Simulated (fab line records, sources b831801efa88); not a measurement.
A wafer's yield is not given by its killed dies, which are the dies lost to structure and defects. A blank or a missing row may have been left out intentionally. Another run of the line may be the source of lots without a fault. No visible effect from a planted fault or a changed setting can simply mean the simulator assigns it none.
What tool caused it? ; flow gf180mcu ; 6 lots with 18 wafers sampled at 3 steps, on a route of 602 steps

== WHAT EACH GAUGE READ, for each wafer ==
GF_HV_LDD_CD_MEAS_07: the cd target is 400 nm.
lot;measured;on;cd nm (nm)
L962;day 10 10:32;cd sem-02;398.2 398.1 398.9
L965;day 11 11:35;cd sem-02;400.8 401.9 402.4
L968;day 12 02:08;cd sem-02;399.6 399.1 399.4
L970;day 12 16:19;cd sem-02;399.4 398.9 398.7
L981;day 16 04:32;cd sem-02;401.0 400.7 401.7
L983;day 16 20:51;cd sem-02;401.1 401.6 400.3

== TOOL THAT RAN EACH LOT (tool first, then ch and the chambers of the sampled wafers, then the start) ==
lot;GF_VT_IMPLANT_RTA_45;GF_HV_LDD_EXPOSE_04
L962;rtp anneal-02 ch 0, day 7 22:18;iline stepper-02 ch 0, day 10 01:28
L965;rtp anneal-02 ch 0, day 8 17:23;iline stepper-02 ch 0, day 11 02:29
L968;rtp anneal-01 ch 0, day 9 11:02;iline stepper-02 ch 0, day 11 16:28
L970;rtp anneal-01 ch 0, day 10 01:14;iline stepper-01 ch 0, day 12 06:33
L981;rtp anneal-02 ch 0, day 13 03:44;iline stepper-02 ch 0, day 15 18:23
L983;rtp anneal-02 ch 0, day 13 18:53;iline stepper-02 ch 0, day 16 09:41
- GF_VT_IMPLANT_RTA_45: time 30 s.
- GF_HV_LDD_EXPOSE_04: exposes mask Nplus LV AREA, target cd 400 nm.

== THE ANSWER, worked out from the rows above alone ==
Rule: the lots themselves supply what counts as usual. The widest of any qualifying gaps counts: lots, ordered by their means at a reading, are off when they make up no more than a third of the lots, leave a main group of 4 or more, and stand apart from it by 3 or more times the standard deviation of that group's means. If all means in a main group match to the digits the tables above print for the reading, that group is not used. A lot without any number at a reading at which 4 lots or more have one is off too. All remaining lots with rows at the step are treated as sound.
Across all readings shown, no lot is off: no conclusion can be drawn from this.

== WHAT HAD BEEN PUT IN BY THE SIMULATOR ==
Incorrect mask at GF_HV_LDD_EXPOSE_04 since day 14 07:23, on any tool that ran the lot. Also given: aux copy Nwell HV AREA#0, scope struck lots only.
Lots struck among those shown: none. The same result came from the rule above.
